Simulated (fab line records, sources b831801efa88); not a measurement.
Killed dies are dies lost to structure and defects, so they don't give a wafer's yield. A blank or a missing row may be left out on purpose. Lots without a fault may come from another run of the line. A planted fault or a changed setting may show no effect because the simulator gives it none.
fab line records | flow sky130
record lots=7 wafers=21 last_day=50
route steps=708 shown VIA4@645 METAL5@661 PAD_OPEN@708
lots that met no fault: from a run of the same line without faults
start_h: hours from the record's first day to the start of the lot's first wafer shown | wait_h: hours since the lot's step before | " the same as in the row above | L1.1+2: a row that stands for several wafers | - no value, or no start given | * or withheld: withheld | < > ~ a bound
route shown NAME@n: a module of which the file shows steps, and the number in the route of the first | usual: mean/standard deviation of fault-free wafers | same: alike in all rows | chamber/n: place in a boat | sites: the reading at each site | _std_site: their standard deviation | _edge_site: outer sites' mean less inner sites' | radius_mm: how far each site lies from the wafer's centre | mask NAME#n: copy n | behind: the tool/chamber that last shaped the wafer | hold: why the lot was held/for how many hours/how that ended | device: the transistor (n, p or np) that didn't switch | end of line: the same wafers' tests at the end of the route | a step without rows: its recipe alone | killed: dies lost to structure and defects at the first sort, not the wafer's yield | map: a wafer's dies, x killed, . not, _ none there
set.NAME: the setting as run; set.NAME@STEP: as run at that earlier step | model.NAME: the simulator's own value behind a step, which no gauge read
lots at some steps of the route; a table a step, a row a wafer
services: from which hour (start_h, from the record's first day; less than 0 if before it) a tool's chamber was out of use, for how many hours, and why
## steps
# step SKY_VIA4_COAT_06
# recipe resist=NOVOLAK spin_rpm=3000 resist_thk_nm=1140
# step SKY_VIA4_SOFTBAKE_07
# recipe temp_c=90 time_s=60 resist=NOVOLAK
# step SKY_VIA4_EXPOSE_08
# recipe mask_id=VIM4 na=0.6 source_shape=conventional sigma_outer=0.6 polarization=unpolarized target_cd_nm=800 dose_mj=132
# step SKY_VIA4_PEB_09
# recipe temp_c=withheld time_s=* resist=NOVOLAK
# step SKY_VIA4_DEVELOP_10
# recipe resist=NOVOLAK developer=TMAH develop_time_s=60 dev_temp_c=23
# step SKY_VIA4_OVL_MEAS_11
# usual VIA4_OVL=-0.8/1.2
# columns lot.wafer tool chamber start_h wait_h VIA4_OVL[nm]
L425.1 overlay-01 - 1058.69 0.1 0.5
L425.2 " - " " 0.6
L425.5 " - " " 0.9
L426.3 overlay-02 - 1063.22 0.1 1.3
L426.4 " - " " 0.0
L426.5 " - " " -0.6
L427.2 overlay-01 - 1067.63 0.1 -1.5
L427.4 " - " " -1.5
L427.5 " - " " -1.4
L432.2 overlay-01 - 1113.83 0.1 -1.7
L432.3 " - " " -1.3
L432.6 " - " " -0.8
L434.2 overlay-02 - 1131.94 0.1 -0.9
L434.4 " - " " 0.2
L434.6 " - " " -0.4
L437.1 overlay-02 - 1133.84 0.1 0.3
L437.2 " - " " -0.5
L437.4 " - " " 0.3
L440.2 overlay-02 - 1140.22 0.1 -1.2
L440.3 " - " " -1.5
L440.6 " - " " 1.0
# step SKY_VIA4_ETCH_12
# recipe target=SiO2 chemistry=C4F8/O2/Ar stop_on=TiN mask_material=NOVOLAK source_w=1500 bias_w=1200 pressure_mtorr=40 c4f8_flow_sccm=withheld O2_flow_sccm=6 Ar_flow_sccm=300 time_s=withheld target_depth_a=5800
# usual oes_product_au=0.925/0.0045
# columns lot.wafer tool chamber start_h wait_h oes_product_au
L425.1 rie_diel-01 0 1058.72 0.0 0.927
L425.2 " 2 " " 0.926
L425.5 " 0 " " 0.923
L426.3 rie_diel-01 2 1063.25 0.0 0.916
L426.4 " 0 " " 0.926
L426.5 " 1 " " 0.919
L427.2 rie_diel-01 1 1067.66 0.0 0.925
L427.4 " 0 " " 0.916
L427.5 " 1 " " 0.927
L432.2 rie_diel-01 3 1113.86 0.0 0.925
L432.3 " 1 " " 0.929
L432.6 " 0 " " 0.922
L434.2 rie_diel-01 0 1131.97 0.0 0.915
L434.4 " 0 " " 0.922
L434.6 " 3 " " 0.920
L437.1 rie_diel-01 3 1133.87 0.0 0.922
L437.2 " 2 " " 0.928
L437.4 " 3 " " 0.927
L440.2 rie_diel-01 2 1140.25 0.0 0.926
L440.3 " 3 " " 0.925
L440.6 " 2 " " 0.925
# step SKY_VIA4_STRIP_13
# recipe chemistry=O2/N2 power_w=1400 pressure_mtorr=1500 platen_temp_c=withheld o2_flow_sccm=3000 n2_flow_sccm=300 overash_fraction=0.5
# usual drypump_motor_current_A=5.8/0.51 oes_product_au=0.711/0.0043 strip_time_to_endpoint_s=12.797/0.027
# columns lot.wafer tool chamber start_h wait_h drypump_motor_current_A oes_product_au rf_hours_counter_h strip_time_to_endpoint_s
L425.1 plasma_asher-01 0 1058.80 - 6.3 0.715 30 12.796
L425.2 " 1 " " 4.8 0.712 30 12.822
L425.5 " 0 " " 6.3 0.713 - 12.816
L426.3 plasma_asher-03 1 1063.35 - 5.3 0.715 - 12.785
L426.4 " 0 " " 6.2 0.712 - 12.798
L426.5 " 0 " " 6.2 0.713 - 12.794
L427.2 plasma_asher-02 0 1067.77 - 6.2 0.707 0 12.795
L427.4 " 1 " " 5.6 0.714 - 12.827
L427.5 " 1 " " 5.6 0.715 - 12.805
L432.2 plasma_asher-03 0 1113.93 - 6.2 0.713 96 12.802
L432.3 " 1 " " 5.3 0.706 - 12.746
L432.6 " 0 " " 6.2 0.712 - 12.780
L434.2 plasma_asher-02 0 1132.05 - 6.3 0.714 7 12.784
L434.4 " 0 " " 6.2 0.708 - 12.806
L434.6 " 1 " " 5.6 0.714 - 12.832
L437.1 plasma_asher-02 1 1133.95 - 5.6 0.709 7 12.778
L437.2 " 0 " " 6.2 0.707 7 12.822
L437.4 " 1 " " 5.6 0.709 - 12.792
L440.2 plasma_asher-02 1 1140.32 - 5.6 0.711 8 12.783
L440.3 " 1 " " 5.6 0.713 - 12.826
L440.6 " 1 " " 5.6 0.717 - 12.815
# step SKY_VIA4_STRIP_14
# recipe chemistry=post_etch_residue_remover time_s=1200 temp_c=72.5
# step SKY_VIA4_CLEAN_15
# recipe chemistry=IPA time_s=180 temp_c=25
# step SKY_VIA4_CLEAN_16
# recipe chemistry=O3/DIW dry=n2_spin
# step SKY_VIA4_SPUTTER_17
# recipe material=TiN target_thk_nm=20 chamber_pressure_pa=5 power_w=4000 time_s=80
# usual throttle_valve_pct=30.0/1.2
# columns lot.wafer tool chamber start_h wait_h throttle_valve_pct
L425.1 pvd_sputter-02 - 1059.42 0.0 29.9
L425.2 " - " " 30.0
L425.5 " - " " 29.9
L426.3 pvd_sputter-04 - 1063.94 0.0 31.8
L426.4 " - " " 30.3
L426.5 " - " " 30.3
L427.2 pvd_sputter-04 - 1068.39 0.0 30.4
L427.4 " - " " 28.4
L427.5 " - " " 30.2
L432.2 pvd_sputter-02 - 1114.56 0.0 29.8
L432.3 " - " " 30.0
L432.6 " - " " 30.7
L434.2 pvd_sputter-04 - 1132.70 0.0 30.3
L434.4 " - " " 31.8
L434.6 " - " " 32.2
L437.1 pvd_sputter-01 - 1134.61 0.0 31.3
L437.2 " - " " 29.1
L437.4 " - " " 28.5
L440.2 pvd_sputter-02 - 1140.92 0.0 31.1
L440.3 " - " " 29.8
L440.6 " - " " 31.0
# step SKY_VIA4_CVD_18
# recipe material=W target_thk_nm=505 time_s=152.14 temp_c=400 pressure_torr=40
# usual heater_power_outer_w=565/46 heater_power_w=914/65 susceptor_temp_C=399.94/0.23
# columns lot.wafer tool chamber start_h wait_h heater_power_outer_w heater_power_w susceptor_temp_C model.W_of_VIA4_CVD_18.thk_nm
L425.1 cvd_w-02 0 1059.48 0.0 338 597 351.49 199.5
L425.2 " 1 " " 581 943 400.21 508.4
L425.5 " 1 " " 581 923 399.90 506.5
L426.3 cvd_w-02 0 1064.05 0.1 346 586 351.70 208.4
L426.4 " 1 " " 586 940 399.70 513.8
L426.5 " 0 " " 345 602 351.70 208.2
L427.2 cvd_w-02 1 1068.45 0.0 584 951 400.02 496.5
L427.4 " 1 " " 597 950 399.95 500.2
L427.5 " 0 " " 342 608 351.26 197
L432.2 cvd_w-01 1 1114.62 0.0 587 968 399.84 497.3
L432.3 " 0 " " 621 940 400.00 492.5
L432.6 " 0 " " 611 951 399.54 493.1
L434.2 cvd_w-02 0 1132.76 0.0 502 803 400.00 508.5
L434.4 " 0 " " 481 807 399.82 509.3
L434.6 " 0 " " 495 815 399.81 511.1
L437.1 cvd_w-01 1 1134.67 0.0 580 982 399.95 498.7
L437.2 " 0 " " 604 934 399.44 487.2
L437.4 " 0 " " 600 950 399.58 498.9
L440.2 cvd_w-01 1 1140.98 0.0 610 978 399.82 512.3
L440.3 " 0 " " 599 944 400.16 500.7
L440.6 " 0 " " 613 963 400.28 505.2
# step SKY_VIA4_RS_MEAS_19
# recipe thk_meas_gauge=four-point-probe reads=W_of_VIA4_CVD_18+TiN_of_VIA4_SPUTTER_17
# usual VIA4_W_RS=0.2271/0.0025
# columns lot.wafer tool chamber start_h wait_h hold VIA4_W_RS[ohm/sq]
L425.1 film_metro-04 - 1059.63 0.1 await_dispo/0.2h/release 0.5799
L425.2 " - " " await_dispo/0.2h/release 0.2247
L425.5 " - " " await_dispo/0.2h/release 0.2258
L425.1 film_metro-04 - 1060.73 1.1 - 0.5794
L425.2 " - " " - 0.2253
L425.5 " - " " - 0.2254
L426.3 film_metro-03 - 1064.20 0.1 await_dispo/0.2h/release 0.5549
L426.4 " - " " await_dispo/0.2h/release 0.2227
L426.5 " - " " await_dispo/0.2h/release 0.5561
L426.3 film_metro-03 - 1064.48 0.3 - 0.5555
L426.4 " - " " - 0.2221
L426.5 " - " " - 0.5556
L427.2 film_metro-03 - 1068.62 0.1 await_dispo/0.2h/release 0.2305
L427.4 " - " " await_dispo/0.2h/release 0.2286
L427.5 " - " " await_dispo/0.2h/release 0.5890
L427.2 film_metro-03 - 1068.91 0.3 - 0.2305
L427.4 " - " " - 0.2292
L427.5 " - " " - 0.5884
L432.2 film_metro-04 - 1114.80 0.1 - 0.2301
L432.3 " - " " - 0.2321
L432.6 " - " " - 0.2314
L434.2 film_metro-04 - 1132.94 0.1 - 0.2251
L434.4 " - " " - 0.2246
L434.6 " - " " - 0.2237
L437.1 film_metro-03 - 1134.82 0.1 - 0.2295
L437.2 " - " " - 0.2349
L437.4 " - " " - 0.2294
L440.2 film_metro-03 - 1141.15 0.1 - 0.2234
L440.3 " - " " - 0.2288
L440.6 " - " " - 0.2264
# step SKY_VIA4_THK_MEAS_20
# recipe thk_meas_gauge=xrf reads=W_of_VIA4_CVD_18
# usual VIA4_W_THK=499/7.1
# columns lot.wafer tool chamber start_h wait_h hold VIA4_W_THK[nm]
L425.1 film_metro-04 - 1062.67 1.9 await_dispo/0.2h/release 198
L425.2 " - " " await_dispo/0.2h/release 505
L425.5 " - " " await_dispo/0.2h/release 507
L425.1 film_metro-04 - 1062.90 0.2 - 199
L425.2 " - " " - 504
L425.5 " - " " - 503
L426.3 film_metro-03 - 1068.74 4.2 await_dispo/0.2h/release 206
L426.4 " - " " await_dispo/0.2h/release 507
L426.5 " - " " await_dispo/0.2h/release 207
L426.3 film_metro-03 - 1068.97 0.2 - 206
L426.4 " - " " - 508
L426.5 " - " " - 206
L427.2 film_metro-03 - 1073.75 4.8 await_dispo/0.2h/release 488
L427.4 " - " " await_dispo/0.2h/release 494
L427.5 " - " " await_dispo/0.2h/release 194
L427.2 film_metro-03 - 1074.06 0.3 - 489
L427.4 " - " " - 489
L427.5 " - " " - 194
L432.2 film_metro-04 - 1114.91 0.1 - 494
L432.3 " - " " - 489
L432.6 " - " " - 490
L434.2 film_metro-04 - 1133.05 0.1 - 505
L434.4 " - " " - 508
L434.6 " - " " - 511
L437.1 film_metro-03 - 1134.94 0.1 - 489
L437.2 " - " " - 476
L437.4 " - " " - 491
L440.2 film_metro-03 - 1141.26 0.1 - 501
L440.3 " - " " - 490
L440.6 " - " " - 494
# step SKY_VIA4_CMP_21
# recipe stop_on=SiO2 t_overpolish_s=25 down_force_psi=3.5 platen_rpm=60 target_thk_nm=0 pad_velocity_m_s=0.94248
# usual motor_current_A=11.5/1.4 time_to_endpoint_s=119/3.5
# columns lot.wafer tool chamber start_h wait_h hold motor_current_A time_to_endpoint_s
L426.3 cmp-02 0 1070.90 1.9 await_dispo/1.8h/release 13.0 45
L426.4 " 1 " " await_dispo/1.8h/release 9.9 117
L426.5 " 0 " " await_dispo/1.8h/release 12.3 47
L425.1 cmp-01 0 1073.03 10.1 await_dispo/4.4h/release 12.2 50
L425.2 " 2 " " await_dispo/4.4h/release 11.1 118
L425.5 " 0 " " await_dispo/4.4h/release 12.2 126
L427.2 cmp-02 1 1075.80 1.7 await_dispo/1.5h/release 9.4 115
L427.4 " 2 " " await_dispo/1.5h/release 9.1 115
L427.5 " 1 " " await_dispo/1.5h/release 9.9 45
L432.3 cmp-01 3 1115.01 0.1 - 13.4 115
L432.2 " 0 " " - 11.7 117
L432.6 " 3 " " - 12.9 117
L434.4 cmp-02 1 1133.10 0.0 - 8.7 121
L434.2 " 2 " " - 9.4 117
L434.6 " 2 " " - 9.1 124
L437.2 cmp-01 2 1135.00 0.0 - 11.4 114
L437.4 " 0 " " - 11.8 114
L437.1 " 1 " " - 12.4 113
L440.2 cmp-02 3 1141.36 0.1 - 9.6 120
L440.3 " 0 " " - 13.7 117
L440.6 " 3 " " - 10.1 120
# step SKY_METAL5_SPUTTER_00
# recipe material=Ti target_thk_nm=15 power_w=3000 time_s=10 chamber_pressure_pa=0.4
# usual throttle_valve_pct=30.0/1.5
# columns lot.wafer tool chamber start_h wait_h throttle_valve_pct
L426.3 pvd_sputter-04 - 1071.20 0.2 31.6
L426.4 " - " " 28.4
L426.5 " - " " 30.4
L425.1 pvd_sputter-03 - 1073.28 0.2 28.5
L425.2 " - " " 31.2
L425.5 " - " " 31.1
L427.2 pvd_sputter-03 - 1076.05 0.2 28.6
L427.4 " - " " 29.7
L427.5 " - " " 28.2
L432.2 pvd_sputter-01 - 1115.26 0.1 29.4
L432.3 " - " " 28.3
L432.6 " - " " 28.5
L434.2 pvd_sputter-03 - 1133.40 0.2 28.2
L434.4 " - " " 29.8
L434.6 " - " " 32.4
L437.1 pvd_sputter-03 - 1135.30 0.1 29.6
L437.2 " - " " 32.6
L437.4 " - " " 31.1
L440.2 pvd_sputter-04 - 1141.61 0.2 32.5
L440.3 " - " " 31.7
L440.6 " - " " 32.4
# step SKY_PAD_OPEN_PROBE_99
# usual defect_limited_yield=82.6/1.8 killed_at_M0_to_M3=44/6.3 killed_at_M4_up=2.8/1.7 killed_at_contacts=25/5.8 killed_at_front_end=14/4.4 killed_at_other=0.3/0.49 killed_dies=86/8.7 killed_open=48/5.8 killed_short=38/6 sort_bin_3_pad_short=0.8/0.39 sort_bin_5_function=10.4/1.4 sort_bin_6_memory=6.2/1.1 sort_n_pass=406/8.7 sort_yield_pct=82.6/1.8
# same gross_dies=492 killed_at_back_side=0 sort_bin_4_leakage[%]=0 sort_bin_8_speed[%]=0
# columns lot.wafer tool chamber start_h wait_h defect_limited_yield[%] killed_at_M0_to_M3 killed_at_M4_up killed_at_contacts killed_at_front_end killed_at_other killed_dies killed_open killed_short sort_bin_3_pad_short[%] sort_bin_5_function[%] sort_bin_6_memory[%] sort_n_pass sort_yield_pct[%] model.etest.via4_chain.rc_ohm
L425.1 prober-02 - 1124.46 0.1 81.7 42 3 29 15 1 90 57 33 0.6 12.2 5.5 402 81.7 0.8308
L425.2 prober-02 - 1124.51 0.1 82.3 49 1 17 20 0 87 50 37 0.2 11.2 6.3 405 82.3 0.8009
L425.5 prober-02 - 1124.66 0.2 80.9 39 3 37 15 0 94 43 51 0.6 11.2 7.3 398 80.9 0.7755
L426.3 prober-01 - 1128.02 0.2 81.9 42 3 33 11 0 89 53 36 1.0 10.4 6.7 403 81.9 0.8488
L426.4 prober-01 - 1128.07 0.2 80.9 34 8 38 14 0 94 53 41 1.0 12.0 6.1 398 80.9 0.8
L426.5 prober-01 - 1128.12 0.2 81.3 48 1 31 12 0 92 57 35 0.6 11.8 6.3 400 81.3 0.8381
L427.2 prober-02 - 1132.11 0.1 81.7 45 1 32 11 1 90 52 38 0.6 11.6 6.1 402 81.7 0.8053
L427.4 prober-02 - 1132.21 0.2 82.1 33 4 21 29 1 88 43 45 0.8 10.8 6.3 404 82.1 0.8
L427.5 prober-02 - 1132.26 0.2 82.5 49 1 27 9 0 86 47 39 1.2 11.4 4.9 406 82.5 0.866
L432.2 prober-01 - 1173.32 0.1 85.6 41 4 18 8 0 71 39 32 0.2 8.3 5.9 421 85.6 0.7842
L432.3 prober-01 - 1173.37 0.2 80.7 41 4 29 20 1 95 53 42 0.6 11.6 7.1 397 80.7 0.8313
L432.6 prober-01 - 1173.52 0.2 82.5 46 4 29 7 0 86 50 36 0.4 10.6 6.5 406 82.5 0.8031
L434.2 prober-02 - 1189.74 0.1 80.7 47 4 23 21 0 95 50 45 1.2 11.4 6.7 397 80.7 0.8301
L434.4 prober-02 - 1189.84 0.2 82.5 38 6 27 15 0 86 43 43 1.0 8.7 7.7 406 82.5 0.7954
L434.6 prober-02 - 1189.94 0.2 80.1 39 4 30 25 0 98 55 43 1.0 11.0 7.9 394 80.1 0.7903
L437.1 prober-01 - 1190.29 0.1 84.6 32 4 26 14 0 76 44 32 0.6 10.4 4.5 416 84.6 0.7942
L437.2 prober-01 - 1190.34 0.1 80.5 51 2 25 18 0 96 44 52 1.8 10.2 7.5 396 80.5 0.7696
L437.4 prober-01 - 1190.44 0.2 81.9 45 0 25 18 1 89 47 42 1.0 10.0 7.1 403 81.9 0.7882
L440.2 prober-01 - 1196.70 0.1 82.3 55 6 16 10 0 87 50 37 0.8 11.0 5.9 405 82.3 0.818
L440.3 prober-01 - 1196.75 0.2 85.2 46 2 19 6 0 73 39 34 1.4 6.9 6.5 419 85.2 0.7727
L440.6 prober-01 - 1196.90 0.2 83.7 44 3 17 15 1 80 43 37 0.4 9.6 6.3 412 83.7 0.8219
# killed by level:class
L425.1 CONTACT:geometric_particle:open=15 VIA1:geometric_particle:open=8 VIA2:geometric_particle:open=6 VIA3:geometric_particle:open=6 LI_CONTACT:geometric_particle:open=5 METAL2:geometric_particle:short=5 FIELD_ISO:geometric_particle:open=4 POLY_GATE:geometric_particle:open=4
L425.2 VIA3:geometric_particle:open=11 METAL2:geometric_particle:short=9 VIA2:geometric_particle:open=8 FIELD_ISO:geometric_particle:short=7 LI_CONTACT:geometric_particle:open=7 FIELD_ISO:geometric_particle:open=6 VIA1:geometric_particle:open=6 CONTACT:geometric_particle:open=4
L425.5 LI_CONTACT:geometric_particle:open=12 CONTACT:geometric_particle:open=11 VIA1:geometric_particle:open=8 CONTACT:geometric_particle:short=7 LOCAL_INTERCONNECT:geometric_particle:short=6 VIA2:geometric_particle:short=5 VIA3:geometric_particle:open=5 FIELD_ISO:geometric_particle:short=4
L426.3 LI_CONTACT:geometric_particle:open=11 CONTACT:geometric_particle:open=11 VIA3:geometric_particle:open=9 CONTACT:geometric_particle:short=7 VIA1:geometric_particle:open=7 VIA2:geometric_particle:open=6 VIA1:geometric_particle:short=5 METAL1:geometric_particle:short=5
L426.4 LI_CONTACT:geometric_particle:open=15 VIA1:geometric_particle:open=9 CONTACT:geometric_particle:open=8 METAL4:geometric_particle:short=8 CONTACT:geometric_particle:short=7 VIA2:geometric_particle:open=6 VIA3:geometric_particle:open=5 LOCAL_INTERCONNECT:geometric_particle:short=5
L426.5 VIA1:geometric_particle:open=13 CONTACT:geometric_particle:open=11 VIA3:geometric_particle:open=9 CONTACT:geometric_particle:short=6 METAL2:geometric_particle:short=5 LI_CONTACT:geometric_particle:open=5 LOCAL_INTERCONNECT:geometric_particle:short=5 VIA2:geometric_particle:open=5
L427.2 VIA1:geometric_particle:open=13 LI_CONTACT:geometric_particle:open=11 CONTACT:geometric_particle:open=11 METAL1:geometric_particle:short=9 METAL2:geometric_particle:short=5 VIA2:geometric_particle:open=5 FIELD_ISO:geometric_particle:short=4 LOCAL_INTERCONNECT:geometric_particle:short=4
L427.4 VIA1:geometric_particle:open=10 FIELD_ISO:geometric_particle:open=7 CONTACT:geometric_particle:open=7 POLY_GATE:geometric_particle:short=7 CONTACT:geometric_particle:short=6 VIA1:geometric_particle:short=6 FIELD_ISO:geometric_particle:short=5 POLY_GATE:geometric_particle:open=4
L427.5 CONTACT:geometric_particle:open=11 VIA2:geometric_particle:open=9 METAL2:geometric_particle:short=9 VIA1:geometric_particle:open=8 LI_CONTACT:geometric_particle:open=7 FIELD_ISO:geometric_particle:short=5 METAL3:geometric_particle:short=5 VIA1:geometric_particle:short=5
L432.2 VIA1:geometric_particle:open=10 CONTACT:geometric_particle:open=8 VIA3:geometric_particle:open=8 VIA1:geometric_particle:short=6 VIA2:geometric_particle:open=5 CONTACT:geometric_particle:short=5 METAL1:geometric_particle:short=4 LI_CONTACT:geometric_particle:open=3
L432.3 CONTACT:geometric_particle:open=14 VIA2:geometric_particle:open=9 VIA1:geometric_particle:open=8 POLY_GATE:geometric_particle:open=5 LI_CONTACT:geometric_particle:open=5 METAL2:geometric_particle:short=5 POLY_GATE:geometric_particle:short=4 SPACER:geometric_particle:open=4
L432.6 VIA3:geometric_particle:open=15 CONTACT:geometric_particle:open=13 VIA1:geometric_particle:open=7 LI_CONTACT:geometric_particle:open=6 METAL1:geometric_particle:short=6 VIA3:geometric_particle:short=6 CONTACT:geometric_particle:short=5 LOCAL_INTERCONNECT:geometric_particle:short=3
L434.2 CONTACT:geometric_particle:open=10 VIA1:geometric_particle:open=8 VIA2:geometric_particle:open=8 METAL2:geometric_particle:short=7 FIELD_ISO:geometric_particle:open=6 CONTACT:geometric_particle:short=6 VIA3:geometric_particle:open=6 METAL1:geometric_particle:short=5
L434.4 CONTACT:geometric_particle:open=9 LI_CONTACT:geometric_particle:open=7 METAL2:geometric_particle:short=6 VIA2:geometric_particle:open=5 METAL1:geometric_particle:short=5 VIA1:geometric_particle:open=5 METAL4:geometric_particle:short=5 POLY_GATE:geometric_particle:open=4
L434.6 LI_CONTACT:geometric_particle:open=10 VIA3:geometric_particle:open=9 VIA2:geometric_particle:open=9 FIELD_ISO:geometric_particle:short=7 VIA1:geometric_particle:open=7 CONTACT:geometric_particle:open=6 LOCAL_INTERCONNECT:geometric_particle:short=6 FIELD_ISO:geometric_particle:open=5
L437.1 CONTACT:geometric_particle:open=10 LI_CONTACT:geometric_particle:open=6 VIA1:geometric_particle:open=6 VIA3:geometric_particle:open=5 LOCAL_INTERCONNECT:geometric_particle:short=5 VIA1:geometric_particle:short=5 VIA2:geometric_particle:open=5 FIELD_ISO:geometric_particle:open=4
L437.2 METAL1:geometric_particle:short=10 CONTACT:geometric_particle:open=9 LI_CONTACT:geometric_particle:open=9 FIELD_ISO:geometric_particle:short=8 VIA2:geometric_particle:open=7 VIA2:geometric_particle:short=6 VIA1:geometric_particle:open=6 VIA3:geometric_particle:open=6
L437.4 LI_CONTACT:geometric_particle:open=8 VIA1:geometric_particle:open=8 VIA3:geometric_particle:open=7 METAL1:geometric_particle:short=7 POLY_GATE:geometric_particle:open=6 CONTACT:geometric_particle:open=6 POLY_GATE:geometric_particle:short=5 CONTACT:geometric_particle:short=5
L440.2 VIA1:geometric_particle:open=20 VIA2:geometric_particle:open=8 VIA1:geometric_particle:short=7 METAL2:geometric_particle:short=6 POLY_GATE:geometric_particle:short=5 CONTACT:geometric_particle:open=5 VIA3:geometric_particle:open=5 LI_CONTACT:geometric_particle:open=4
L440.3 METAL1:geometric_particle:short=11 VIA1:geometric_particle:open=10 CONTACT:geometric_particle:open=7 VIA3:geometric_particle:open=6 VIA2:geometric_particle:open=6 LOCAL_INTERCONNECT:geometric_particle:short=5 CONTACT:geometric_particle:short=3 VIA1:geometric_particle:short=3
L440.6 VIA1:geometric_particle:open=12 CONTACT:geometric_particle:open=8 VIA1:geometric_particle:short=7 METAL2:geometric_particle:short=6 POLY_GATE:geometric_particle:short=5 POLY_GATE:geometric_particle:open=5 VIA2:geometric_particle:open=5 VIA3:geometric_particle:open=4
## services
# columns tool chamber start_h hours kind
cmp-02 - 1039.62 4.8 pm
cmp-01 - 1041.08 0.5 repair
cvd_w-01 - 1045.97 6.0 pm
rie_diel-01 - 1046.62 1.4 repair
pvd_sputter-03 1 1050.81 - consumable_replace:kit
pvd_sputter-03 1 1050.81 18.0 scheduled_down
plasma_asher-02 - 1055.25 9.0 pm
rie_diel-01 3 1056.66 11.2 repair
pvd_sputter-01 - 1058.65 6.3 repair
plasma_asher-01 - 1060.67 10.2 pm
cmp-01 - 1064.50 8.5 pm
pvd_sputter-04 1 1064.80 - consumable_replace:kit
rie_diel-01 2 1066.76 21.5 repair
rie_diel-01 3 1078.79 4.6 repair
cvd_w-01 1 1083.79 5.3 repair
cmp-02 - 1084.00 4.0 pm
cmp-01 - 1096.29 3.4 repair
cmp-02 - 1097.45 2.8 repair
pvd_sputter-04 - 1105.32 18.1 repair
pvd_sputter-04 - 1120.03 2.3 repair
plasma_asher-03 - 1120.26 3.7 repair
rie_diel-01 1 1128.41 - clean
rie_diel-01 1 1128.41 13.6 scheduled_down
rie_diel-01 1 1128.41 13.6 vent_cycle
## key
first_sign step=SKY_VIA4_CVD_18 reading=susceptor_temp_C direction=down sigmas=99+ usual=* struck=*
effect step=SKY_VIA4_CVD_18 reading=heater_power_w direction=down sigmas=4.9 usual=* struck=*
effect step=SKY_VIA4_RS_MEAS_19 reading=visit direction=added
effect step=SKY_VIA4_RS_MEAS_19 reading=VIA4_W_RS direction=up sigmas=99+ usual=0.2271 struck=0.5700
effect step=SKY_VIA4_THK_MEAS_20 reading=visit direction=added
effect step=SKY_VIA4_THK_MEAS_20 reading=VIA4_W_THK direction=down sigmas=42 usual=499 struck=201
effect step=SKY_VIA4_CMP_21 reading=time_to_endpoint_s direction=down sigmas=21 usual=* struck=*
model_effect step=SKY_VIA4_CVD_18 value=W_of_VIA4_CVD_18.thk_nm without=509.5 struck=203.3
model_effect step=SKY_PAD_OPEN_PROBE_99 value=etest.via4_chain.rc_ohm without=0.8056 struck=0.8459
met_at SKY_VIA4_CVD_18
struck_wafers L425.1,L426.3,L426.5,L427.5
fault kind=process_parameter_drift tool=cvd_w-02 chamber=0 onset_h=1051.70 steps=SKY_VIA4_CVD_18 channel=temp_c offset=* shape=step end_h=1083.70 acts_in=* stated=*
